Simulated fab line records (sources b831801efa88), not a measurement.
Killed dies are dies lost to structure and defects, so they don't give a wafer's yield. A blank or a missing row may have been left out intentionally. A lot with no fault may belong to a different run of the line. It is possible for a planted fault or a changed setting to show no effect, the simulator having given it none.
Which of the tools did it? | flow sky130 | 15 lots, 45 wafers sampled, at 3 steps of a route of 708

WHAT EACH GAUGE READ, for each wafer
SKY_CAPM_THK_MEAS_01.
lot  | measured     | on            | CAPM_CVD_00_THK (nm)
L241 | day 37 13:28 | film_metro-02 | 15.19 15.60 15.56
L242 | day 37 22:47 | film_metro-02 | 15.02 15.50 15.37
L243 | day 38 01:40 | film_metro-04 | 15.12 15.33 15.62
L250 | day 39 15:31 | film_metro-02 | 15.34 15.45 15.66
L251 | day 40 06:47 | film_metro-03 | 15.11 15.44 15.57
L252 | day 40 14:07 | film_metro-04 | 15.61 15.83 15.60
L254 | day 40 19:23 | film_metro-04 | 15.15 15.60 15.76
L253 | day 40 22:07 | film_metro-02 | 15.01 15.52 15.76
L257 | day 41 20:57 | film_metro-02 | 15.16 15.39 15.84
L255 | day 42 00:26 | film_metro-04 | 15.19 15.02 15.52
L256 | day 42 00:31 | film_metro-02 | 15.07 15.10 15.29
L258 | day 42 03:08 | film_metro-02 | 15.22 15.33 15.49
L260 | day 42 13:04 | film_metro-03 | 15.35 15.66 15.87
L261 | day 42 17:53 | film_metro-04 | 15.36 15.55 15.74
L262 | day 42 20:02 | film_metro-03 | 15.39 15.89 15.48

SKY_CAPM_RS_MEAS_03: a four-point-probe measurement.
lot  | measured     | on            | CAPM_TIN_RS (ohm/sq)
L241 | day 37 13:38 | film_metro-03 | 6.73 6.94 6.74
L242 | day 37 22:58 | film_metro-04 | 6.52 6.67 6.57
L243 | day 38 01:50 | film_metro-03 | 6.61 6.63 6.58
L250 | day 39 15:43 | film_metro-03 | 6.58 6.71 6.82
L251 | day 40 06:58 | film_metro-02 | 6.64 6.77 6.74
L252 | day 40 14:19 | film_metro-03 | 6.71 6.70 6.67
L254 | day 40 19:34 | film_metro-02 | 6.75 6.69 6.75
L253 | day 40 22:18 | film_metro-03 | 6.68 6.69 6.69
L257 | day 41 21:07 | film_metro-02 | 6.88 6.72 6.63
L255 | day 42 00:38 | film_metro-04 | 6.74 6.57 6.64
L256 | day 42 00:41 | film_metro-02 | 6.71 6.67 6.73
L258 | day 42 03:18 | film_metro-04 | 6.69 6.72 6.77
L260 | day 42 13:14 | film_metro-04 | 6.70 6.76 6.75
L261 | day 42 18:04 | film_metro-02 | 6.65 6.60 6.74
L262 | day 42 20:13 | film_metro-03 | 6.65 6.70 6.76

SKY_CAPM_OVL_MEAS_12.
lot  | measured     | on         | CAPM_OVL (nm)
L241 | day 38 14:21 | overlay-02 | -0.6 -0.8 -2.5
L242 | day 38 23:13 | overlay-01 | 1.2 2.9 3.0
L243 | day 39 01:40 | overlay-01 | 1.2 1.5 1.6
L250 | day 40 16:10 | overlay-02 | 2.5 2.2 1.4
L251 | day 41 06:13 | overlay-02 | 0.3 -0.4 0.1
L252 | day 41 14:16 | overlay-02 | -1.5 -1.0 -2.1
L254 | day 41 19:34 | overlay-02 | 0.3 2.8 2.1
L253 | day 41 22:37 | overlay-02 | -1.2 -0.9 -0.9
L257 | day 42 19:54 | overlay-01 | 0.9 1.5 0.7
L255 | day 42 22:46 | overlay-02 | 0.5 -1.3 -0.6
L256 | day 42 23:13 | overlay-01 | 1.4 1.4 3.5
L258 | day 43 02:21 | overlay-02 | -0.7 0.9 0.6
L260 | day 43 12:16 | overlay-02 | -2.1 0.8 -0.1
L261 | day 43 17:13 | overlay-02 | 0.8 0.8 0.1
L262 | day 43 18:46 | overlay-01 | 0.2 -0.4 -0.4

WHAT TOOL EACH LOT RAN ON (gives the tool, then ch and the chambers of the sampled wafers, and finally the start)
No process step before these readings appears in the record.

AS READ BY THE TOOLS THEMSELVES (means over the sampled wafers that have a number; for cases with no such wafer, the mark the record gives instead)
The record holds no such reading with a usual standard deviation.

THE ANSWER, worked out from the rows above alone
Rule: the lots themselves supply what counts as usual. Put in order of their means at a reading, lots are off if they are a third of the lots or fewer, leave a main group of 4 or more, and stand apart from it by a gap of 3 or more times the standard deviation of the main group's means; of several such gaps the widest counts. If all means in a main group match to the digits the tables above print for the reading, that group is not used. A lot without any number at a reading at which 4 lots or more have one is off too. All remaining lots with rows at the step are treated as sound. Order of review: gauges by route order, followed by the tools' own readings, for which a lot's mean as printed above is used. The first step at which some lot is off is used, and at that step the reading that is off furthest; a lot without a number counts as furthest.
None of the lots is off at any reading shown; this tells nothing.

WHAT THE SIMULATOR PUT IN
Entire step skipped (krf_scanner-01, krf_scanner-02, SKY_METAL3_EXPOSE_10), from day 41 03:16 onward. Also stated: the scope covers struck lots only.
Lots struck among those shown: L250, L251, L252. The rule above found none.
